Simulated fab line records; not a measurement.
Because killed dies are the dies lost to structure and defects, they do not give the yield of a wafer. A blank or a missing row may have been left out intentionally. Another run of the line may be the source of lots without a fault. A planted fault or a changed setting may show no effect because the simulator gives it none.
fab line records / flow gf180mcu / part 2 of 2: steps 23 to 33 of 33
record: lots: 5 wafers: 15 lastDay: 34
route steps=602 shown V4@491 MIM@503
lots untouched by any fault: they come from a run of this same line in which no faults occurred
startH: the number of hours between the record's first day and the start of the first shown wafer of the lot / waitH: hours elapsed since this lot's preceding step / " identical to the entry in the row above / L1.1+2: several wafers, shown together as one row / - no value present, or no start provided / * or withheld: withheld / < > ~ a bound
route shown NAME@n: names a module that has steps shown in the file, with the first one's number in the route / usual: mean/standard deviation taken from wafers without a fault / same: alike in all rows / chamber/n: place in a boat / sites: each site's reading / _std_site: how widely they spread, as a standard deviation / _edge_site: mean of outer sites minus mean of inner sites / radiusMm: how far each site lies from the wafer's centre / mask NAME#n: copy n / behind: tool/chamber where the wafer was last shaped / hold: why the lot was held/for how many hours/how that ended / device: the n, p or np transistor that did not switch / end of line: the route-end tests of the same wafers / where a step has no rows: the recipe by itself / killed: the dies lost at the first sort to structure and to defects; this is not the yield of the wafer / map: per-die view of a wafer (x killed, . not killed, _ where there is no die)
set.NAME: the setting the step ran with; set.NAME@STEP: the setting that earlier step ran with / model.NAME: the simulator's own value behind a step, which no gauge read
certain route steps with their lots: each step a table, each wafer a row
services: the hour from which a tool's chamber was out of use, counted from the record's first day as startH (under 0 if before that day), plus the number of hours and why
== steps ==
step: GF_MIM_RS_MEAS_10
recipe: thkMeasGauge: four-point-probe reads: TiN_of_MIM_SPUTTER_09+AlCu_of_MIM_SPUTTER_08+TiN_of_MIM_SPUTTER_07
usual: MIM_ALCU_RS: 0.1596/0.0022
lot.wafer=L076.1 tool=filmMetro-03 chamber=- startH=597.93 waitH=0.0 MIM_ALCU_RS[ohm/sq]=0.1602
lot.wafer=L076.3 tool=filmMetro-03 chamber=- startH=597.93 waitH=0.0 MIM_ALCU_RS[ohm/sq]=0.1586
lot.wafer=L076.4 tool=filmMetro-03 chamber=- startH=597.93 waitH=0.0 MIM_ALCU_RS[ohm/sq]=0.1581
lot.wafer=L080.2 tool=filmMetro-02 chamber=- startH=610.77 waitH=0.0 MIM_ALCU_RS[ohm/sq]=0.1602
lot.wafer=L080.3 tool=filmMetro-02 chamber=- startH=610.77 waitH=0.0 MIM_ALCU_RS[ohm/sq]=0.1619
lot.wafer=L080.5 tool=filmMetro-02 chamber=- startH=610.77 waitH=0.0 MIM_ALCU_RS[ohm/sq]=0.1606
lot.wafer=L081.1 tool=filmMetro-04 chamber=- startH=623.28 waitH=0.0 MIM_ALCU_RS[ohm/sq]=0.1570
lot.wafer=L081.2 tool=filmMetro-04 chamber=- startH=623.28 waitH=0.0 MIM_ALCU_RS[ohm/sq]=0.1626
lot.wafer=L081.6 tool=filmMetro-04 chamber=- startH=623.28 waitH=0.0 MIM_ALCU_RS[ohm/sq]=0.1623
lot.wafer=L089.1 tool=filmMetro-02 chamber=- startH=680.51 waitH=0.0 MIM_ALCU_RS[ohm/sq]=0.1616
lot.wafer=L089.4 tool=filmMetro-02 chamber=- startH=680.51 waitH=0.0 MIM_ALCU_RS[ohm/sq]=0.1615
lot.wafer=L089.6 tool=filmMetro-02 chamber=- startH=680.51 waitH=0.0 MIM_ALCU_RS[ohm/sq]=0.1605
lot.wafer=L097.3 tool=filmMetro-04 chamber=- startH=731.49 waitH=0.1 MIM_ALCU_RS[ohm/sq]=0.1618
lot.wafer=L097.4 tool=filmMetro-04 chamber=- startH=731.49 waitH=0.1 MIM_ALCU_RS[ohm/sq]=0.1617
lot.wafer=L097.5 tool=filmMetro-04 chamber=- startH=731.49 waitH=0.1 MIM_ALCU_RS[ohm/sq]=0.1604
step: GF_MIM_THK_MEAS_11
recipe: thkMeasGauge: xrf reads: AlCu_of_MIM_SPUTTER_08
usual: MIM_ALCU_THK: 197.3/2.7
lot.wafer=L076.1 tool=filmMetro-03 chamber=- startH=598.05 waitH=0.1 MIM_ALCU_THK[nm]=197.1
lot.wafer=L076.3 tool=filmMetro-03 chamber=- startH=598.05 waitH=0.1 MIM_ALCU_THK[nm]=200.0
lot.wafer=L076.4 tool=filmMetro-03 chamber=- startH=598.05 waitH=0.1 MIM_ALCU_THK[nm]=198.5
lot.wafer=L080.2 tool=filmMetro-02 chamber=- startH=610.88 waitH=0.1 MIM_ALCU_THK[nm]=196.7
lot.wafer=L080.3 tool=filmMetro-02 chamber=- startH=610.88 waitH=0.1 MIM_ALCU_THK[nm]=194.8
lot.wafer=L080.5 tool=filmMetro-02 chamber=- startH=610.88 waitH=0.1 MIM_ALCU_THK[nm]=197.4
lot.wafer=L081.1 tool=filmMetro-04 chamber=- startH=623.40 waitH=0.1 MIM_ALCU_THK[nm]=200.2
lot.wafer=L081.2 tool=filmMetro-04 chamber=- startH=623.40 waitH=0.1 MIM_ALCU_THK[nm]=193.9
lot.wafer=L081.6 tool=filmMetro-04 chamber=- startH=623.40 waitH=0.1 MIM_ALCU_THK[nm]=193.1
lot.wafer=L089.1 tool=filmMetro-02 chamber=- startH=680.63 waitH=0.1 MIM_ALCU_THK[nm]=195.2
lot.wafer=L089.4 tool=filmMetro-02 chamber=- startH=680.63 waitH=0.1 MIM_ALCU_THK[nm]=194.3
lot.wafer=L089.6 tool=filmMetro-02 chamber=- startH=680.63 waitH=0.1 MIM_ALCU_THK[nm]=195.8
lot.wafer=L097.3 tool=filmMetro-04 chamber=- startH=731.59 waitH=0.1 MIM_ALCU_THK[nm]=194.0
lot.wafer=L097.4 tool=filmMetro-04 chamber=- startH=731.59 waitH=0.1 MIM_ALCU_THK[nm]=194.3
lot.wafer=L097.5 tool=filmMetro-04 chamber=- startH=731.59 waitH=0.1 MIM_ALCU_THK[nm]=195.3
step: GF_MIM_DEHYDRATE_12
recipe: tempC: 200 timeS: 60
same: timeS: 60
lot.wafer=L076.1+3+4 tool=lithoTrack-02 chamber=0 startH=607.55 waitH=9.5
lot.wafer=L080.2+3+5 tool=lithoTrack-02 chamber=0 startH=620.23 waitH=9.3
lot.wafer=L081.1+2+6 tool=lithoTrack-03 chamber=0 startH=632.69 waitH=9.3
lot.wafer=L089.1+4+6 tool=lithoTrack-02 chamber=0 startH=689.05 waitH=8.4
lot.wafer=L097.3+4+5 tool=lithoTrack-02 chamber=0 startH=739.85 waitH=8.2
step: GF_MIM_HMDS_13
recipe: primeTimeS: 60 primeTempC: 120
lot.wafer=L076.1+3+4 tool=lithoTrack-02 chamber=0 startH=607.70 waitH=0.1
lot.wafer=L080.2+3+5 tool=lithoTrack-02 chamber=0 startH=620.38 waitH=0.1
lot.wafer=L081.1+2+6 tool=lithoTrack-03 chamber=0 startH=632.84 waitH=0.1
lot.wafer=L089.1+4+6 tool=lithoTrack-02 chamber=0 startH=689.20 waitH=0.1
lot.wafer=L097.3+4+5 tool=lithoTrack-02 chamber=0 startH=740.00 waitH=0.1
step: GF_MIM_COAT_14
recipe: resist: NOVOLAK spinRpm: 3000 resistThkNm: 1000
lot.wafer=L076.1+3+4 tool=lithoTrack-02 chamber=0 startH=607.85 waitH=0.1
lot.wafer=L080.2+3+5 tool=lithoTrack-02 chamber=0 startH=620.53 waitH=0.1
lot.wafer=L081.1+2+6 tool=lithoTrack-03 chamber=0 startH=632.99 waitH=0.1
lot.wafer=L089.1+4+6 tool=lithoTrack-02 chamber=0 startH=689.35 waitH=0.1
lot.wafer=L097.3+4+5 tool=lithoTrack-02 chamber=0 startH=740.15 waitH=0.1
step: GF_MIM_SOFTBAKE_15
recipe: tempC: 90 timeS: 60 resist: NOVOLAK
same: timeS: 60
lot.wafer=L076.1+3+4 tool=lithoTrack-02 chamber=0 startH=608.00 waitH=0.1
lot.wafer=L080.2+3+5 tool=lithoTrack-02 chamber=0 startH=620.68 waitH=0.1
lot.wafer=L081.1+2+6 tool=lithoTrack-03 chamber=0 startH=633.14 waitH=0.1
lot.wafer=L089.1+4+6 tool=lithoTrack-02 chamber=0 startH=689.50 waitH=0.1
lot.wafer=L097.3+4+5 tool=lithoTrack-02 chamber=0 startH=740.30 waitH=0.1
step: GF_MIM_EXPOSE_16
recipe: maskId: FuseTop targetCdNm: 2000 na: 0.6 sourceShape: conventional sigmaOuter: 0.6 doseMj: 140
lot.wafer=L076.1+3+4 tool=ilineStepper-02 chamber=0 startH=- waitH=- mask=FuseTop#0
lot.wafer=L080.2+3+5 tool=ilineStepper-02 chamber=0 startH=- waitH=- mask=FuseTop#0
lot.wafer=L081.1+2+6 tool=ilineStepper-01 chamber=0 startH=- waitH=- mask=FuseTop#0
lot.wafer=L089.1+4+6 tool=ilineStepper-02 chamber=0 startH=- waitH=- mask=FuseTop#0
lot.wafer=L097.3+4+5 tool=ilineStepper-01 chamber=0 startH=- waitH=- mask=FuseTop#0
step: GF_MIM_PEB_17
recipe: tempC: withheld timeS: * resist: NOVOLAK
same: timeS: *
lot.wafer=L076.1+3+4 tool=lithoTrack-02 chamber=0 startH=- waitH=-
lot.wafer=L080.2+3+5 tool=lithoTrack-02 chamber=0 startH=- waitH=-
lot.wafer=L081.1+2+6 tool=lithoTrack-03 chamber=0 startH=- waitH=-
lot.wafer=L089.1+4+6 tool=lithoTrack-03 chamber=0 startH=- waitH=-
lot.wafer=L097.3+4+5 tool=lithoTrack-04 chamber=0 startH=- waitH=-
step: GF_MIM_DEVELOP_18
recipe: developTimeS: 60 devTempC: 23
lot.wafer=L076.1+3+4 tool=lithoTrack-02 chamber=0 startH=617.80 waitH=0.1
lot.wafer=L080.2+3+5 tool=lithoTrack-02 chamber=0 startH=630.28 waitH=0.1
lot.wafer=L081.1+2+6 tool=lithoTrack-03 chamber=0 startH=643.14 waitH=0.1
lot.wafer=L089.1+4+6 tool=lithoTrack-03 chamber=0 startH=699.14 waitH=0.1
lot.wafer=L097.3+4+5 tool=lithoTrack-04 chamber=0 startH=748.25 waitH=0.1
step: GF_MIM_METAL_ETCH_19
recipe: chemistry: Cl2/BCl3 maskMaterial: NOVOLAK stopOn: Si3N4 targetDepthNm: 324.5 pressureMtorr: 8 icpW: 800 biasW: 140 Cl2_flow_sccm: 80 bcl3FlowSccm: 40 timeS: 54.1
usual: chamberPressureMTorr: 8.000/0.0071 drypumpMotorCurrentA: 5.7/0.31 oesProductAu: 0.942/0.0066 throttleValvePct: 28.283/0.01
same: timeS: 54.1
lot.wafer=L076.1 tool=rieMetal-01 chamber=1 startH=617.95 waitH=0.1 chamberPressureMTorr=8.005 drypumpMotorCurrentA=6.2 oesProductAu=0.939 rfHoursCounterH=12 throttleValvePct=28.281
lot.wafer=L076.3 tool=rieMetal-01 chamber=1 startH=617.95 waitH=0.1 chamberPressureMTorr=8.000 drypumpMotorCurrentA=6.2 oesProductAu=0.941 rfHoursCounterH=- throttleValvePct=28.272
lot.wafer=L076.4 tool=rieMetal-01 chamber=0 startH=617.95 waitH=0.1 chamberPressureMTorr=7.996 drypumpMotorCurrentA=5.6 oesProductAu=0.943 rfHoursCounterH=- throttleValvePct=28.284
lot.wafer=L080.2 tool=rieMetal-03 chamber=1 startH=630.40 waitH=0.1 chamberPressureMTorr=7.999 drypumpMotorCurrentA=5.2 oesProductAu=0.946 rfHoursCounterH=11 throttleValvePct=28.275
lot.wafer=L080.3 tool=rieMetal-03 chamber=0 startH=630.40 waitH=0.1 chamberPressureMTorr=8.009 drypumpMotorCurrentA=5.8 oesProductAu=0.938 rfHoursCounterH=- throttleValvePct=28.291
lot.wafer=L080.5 tool=rieMetal-03 chamber=1 startH=630.40 waitH=0.1 chamberPressureMTorr=8.001 drypumpMotorCurrentA=5.2 oesProductAu=0.940 rfHoursCounterH=- throttleValvePct=28.289
lot.wafer=L081.1 tool=rieMetal-02 chamber=0 startH=643.29 waitH=0.1 chamberPressureMTorr=8.002 drypumpMotorCurrentA=5.5 oesProductAu=0.952 rfHoursCounterH=10 throttleValvePct=28.272
lot.wafer=L081.2 tool=rieMetal-02 chamber=1 startH=643.29 waitH=0.1 chamberPressureMTorr=8.013 drypumpMotorCurrentA=5.8 oesProductAu=0.939 rfHoursCounterH=5 throttleValvePct=28.278
lot.wafer=L081.6 tool=rieMetal-02 chamber=1 startH=643.29 waitH=0.1 chamberPressureMTorr=8.011 drypumpMotorCurrentA=5.9 oesProductAu=0.935 rfHoursCounterH=- throttleValvePct=28.272
lot.wafer=L089.1 tool=rieMetal-01 chamber=0 startH=699.29 waitH=0.1 chamberPressureMTorr=8.018 drypumpMotorCurrentA=5.6 oesProductAu=0.944 rfHoursCounterH=5 throttleValvePct=28.284
lot.wafer=L089.4 tool=rieMetal-01 chamber=0 startH=699.29 waitH=0.1 chamberPressureMTorr=8.010 drypumpMotorCurrentA=5.7 oesProductAu=0.946 rfHoursCounterH=- throttleValvePct=28.269
lot.wafer=L089.6 tool=rieMetal-01 chamber=0 startH=699.29 waitH=0.1 chamberPressureMTorr=7.989 drypumpMotorCurrentA=5.6 oesProductAu=0.940 rfHoursCounterH=- throttleValvePct=28.285
lot.wafer=L097.3 tool=rieMetal-03 chamber=1 startH=748.37 waitH=0.1 chamberPressureMTorr=7.999 drypumpMotorCurrentA=5.2 oesProductAu=0.939 rfHoursCounterH=- throttleValvePct=28.289
lot.wafer=L097.4 tool=rieMetal-03 chamber=0 startH=748.37 waitH=0.1 chamberPressureMTorr=8.023 drypumpMotorCurrentA=5.9 oesProductAu=0.936 rfHoursCounterH=- throttleValvePct=28.279
lot.wafer=L097.5 tool=rieMetal-03 chamber=1 startH=748.37 waitH=0.1 chamberPressureMTorr=7.994 drypumpMotorCurrentA=5.2 oesProductAu=0.937 rfHoursCounterH=- throttleValvePct=28.294
step: GF_MIM_STRIP_20
recipe: chemistry: O2/N2 powerW: 1400 pressureMtorr: 1500 platenTempC: 250 o2FlowSccm: 3000 n2FlowSccm: 300 overashFraction: 0.5
usual: chamberPressureMTorr: 1500.0/1.4 drypumpMotorCurrentA: 5.7/0.58 heaterPowerW: 334/40 n2FlowSccm: 299.8/0.86 oesProductAu: 0.694/0.0047 stripTimeToEndpointS: 11.26/0.052
lot.wafer=L076.1 tool=plasmaAsher-04 chamber=0 startH=618.02 waitH=0.0 chamberPressureMTorr=1501.9 drypumpMotorCurrentA=6.6 heaterPowerW=385 n2FlowSccm=300.3 oesProductAu=0.700 rfHoursCounterH=101 stripTimeToEndpointS=11.26
lot.wafer=L076.3 tool=plasmaAsher-04 chamber=1 startH=618.02 waitH=0.0 chamberPressureMTorr=1499.0 drypumpMotorCurrentA=5.5 heaterPowerW=286 n2FlowSccm=298.3 oesProductAu=0.696 rfHoursCounterH=- stripTimeToEndpointS=11.26
lot.wafer=L076.4 tool=plasmaAsher-04 chamber=0 startH=618.02 waitH=0.0 chamberPressureMTorr=1500.6 drypumpMotorCurrentA=6.6 heaterPowerW=385 n2FlowSccm=300.6 oesProductAu=0.697 rfHoursCounterH=- stripTimeToEndpointS=11.32
lot.wafer=L080.2 tool=plasmaAsher-01 chamber=1 startH=630.47 waitH=0.0 chamberPressureMTorr=1498.2 drypumpMotorCurrentA=6.2 heaterPowerW=337 n2FlowSccm=299.8 oesProductAu=0.695 rfHoursCounterH=81 stripTimeToEndpointS=11.20
lot.wafer=L080.3 tool=plasmaAsher-01 chamber=1 startH=630.47 waitH=0.0 chamberPressureMTorr=1501.0 drypumpMotorCurrentA=6.2 heaterPowerW=328 n2FlowSccm=299.4 oesProductAu=0.694 rfHoursCounterH=- stripTimeToEndpointS=11.23
lot.wafer=L080.5 tool=plasmaAsher-01 chamber=0 startH=630.47 waitH=0.0 chamberPressureMTorr=1498.8 drypumpMotorCurrentA=4.9 heaterPowerW=318 n2FlowSccm=300.3 oesProductAu=0.690 rfHoursCounterH=- stripTimeToEndpointS=11.18
lot.wafer=L081.1 tool=plasmaAsher-01 chamber=0 startH=643.36 waitH=0.0 chamberPressureMTorr=1497.4 drypumpMotorCurrentA=4.9 heaterPowerW=313 n2FlowSccm=301.6 oesProductAu=0.692 rfHoursCounterH=82 stripTimeToEndpointS=11.27
lot.wafer=L081.2 tool=plasmaAsher-01 chamber=1 startH=643.36 waitH=0.0 chamberPressureMTorr=1501.0 drypumpMotorCurrentA=6.2 heaterPowerW=330 n2FlowSccm=299.8 oesProductAu=0.702 rfHoursCounterH=82 stripTimeToEndpointS=11.28
lot.wafer=L081.6 tool=plasmaAsher-01 chamber=0 startH=643.36 waitH=0.0 chamberPressureMTorr=1503.6 drypumpMotorCurrentA=4.9 heaterPowerW=308 n2FlowSccm=300.7 oesProductAu=0.696 rfHoursCounterH=- stripTimeToEndpointS=11.28
lot.wafer=L089.1 tool=plasmaAsher-01 chamber=0 startH=699.36 waitH=0.0 chamberPressureMTorr=1500.8 drypumpMotorCurrentA=4.9 heaterPowerW=314 n2FlowSccm=299.2 oesProductAu=0.701 rfHoursCounterH=88 stripTimeToEndpointS=11.34
lot.wafer=L089.4 tool=plasmaAsher-01 chamber=1 startH=699.36 waitH=0.0 chamberPressureMTorr=1499.9 drypumpMotorCurrentA=6.2 heaterPowerW=333 n2FlowSccm=300.3 oesProductAu=0.701 rfHoursCounterH=- stripTimeToEndpointS=11.38
lot.wafer=L089.6 tool=plasmaAsher-01 chamber=1 startH=699.36 waitH=0.0 chamberPressureMTorr=1500.2 drypumpMotorCurrentA=6.2 heaterPowerW=333 n2FlowSccm=298.2 oesProductAu=0.702 rfHoursCounterH=- stripTimeToEndpointS=11.33
lot.wafer=L097.3 tool=plasmaAsher-01 chamber=0 startH=748.45 waitH=0.1 chamberPressureMTorr=1498.9 drypumpMotorCurrentA=4.9 heaterPowerW=321 n2FlowSccm=299.2 oesProductAu=0.694 rfHoursCounterH=- stripTimeToEndpointS=11.28
lot.wafer=L097.4 tool=plasmaAsher-01 chamber=1 startH=748.45 waitH=0.1 chamberPressureMTorr=1498.8 drypumpMotorCurrentA=6.2 heaterPowerW=329 n2FlowSccm=300.2 oesProductAu=0.693 rfHoursCounterH=- stripTimeToEndpointS=11.29
lot.wafer=L097.5 tool=plasmaAsher-01 chamber=1 startH=748.45 waitH=0.1 chamberPressureMTorr=1500.6 drypumpMotorCurrentA=6.2 heaterPowerW=342 n2FlowSccm=299.2 oesProductAu=0.696 rfHoursCounterH=- stripTimeToEndpointS=11.31
== services ==
tool=rieDiel-04 chamber=0 startH=572.17 hours=3.1 kind=repair
tool=plasmaAsher-01 chamber=- startH=576.58 hours=14.6 kind=pm
tool=rieDiel-04 chamber=2 startH=576.96 hours=14.7 kind=repair
tool=cmp-01 chamber=- startH=585.91 hours=2.3 kind=repair
tool=rieDiel-04 chamber=- startH=589.68 hours=0.9 kind=repair
tool=plasmaAsher-01 chamber=- startH=592.24 hours=28.1 kind=pm
tool=pvdSputter-04 chamber=- startH=593.23 hours=0.8 kind=repair
tool=pvdSputter-02 chamber=- startH=601.38 hours=4.2 kind=repair
tool=rieDiel-04 chamber=2 startH=603.08 hours=2.4 kind=repair
tool=wetBench-02 chamber=- startH=618.56 hours=1.2 kind=repair
tool=plasmaAsher-01 chamber=- startH=621.76 hours=2.8 kind=pm
tool=ilineStepper-02 chamber=- startH=633.11 hours=4.3 kind=pm
tool=rieDiel-02 chamber=- startH=637.78 hours=0.7 kind=repair
tool=rieDiel-02 chamber=0 startH=639.55 hours=15.7 kind=repair
tool=plasmaAsher-04 chamber=- startH=639.79 hours=2.8 kind=pm
tool=pvdSputter-02 chamber=- startH=647.08 hours=1.9 kind=repair
tool=pvdSputter-04 chamber=- startH=650.40 hours=0.8 kind=repair
tool=pvdSputter-01 chamber=- startH=667.28 hours=1.5 kind=repair
tool=pvdSputter-01 chamber=- startH=682.94 hours=19.3 kind=repair
tool=pvdSputter-04 chamber=- startH=697.68 hours=1.8 kind=repair
tool=pvdSputter-01 chamber=- startH=700.36 hours=5.5 kind=repair
tool=plasmaAsher-04 chamber=- startH=733.75 hours=9.0 kind=pm
tool=cvdW-01 chamber=1 startH=734.43 hours=9.8 kind=repair
tool=cmp-01 chamber=- startH=744.18 hours=4.0 kind=pm
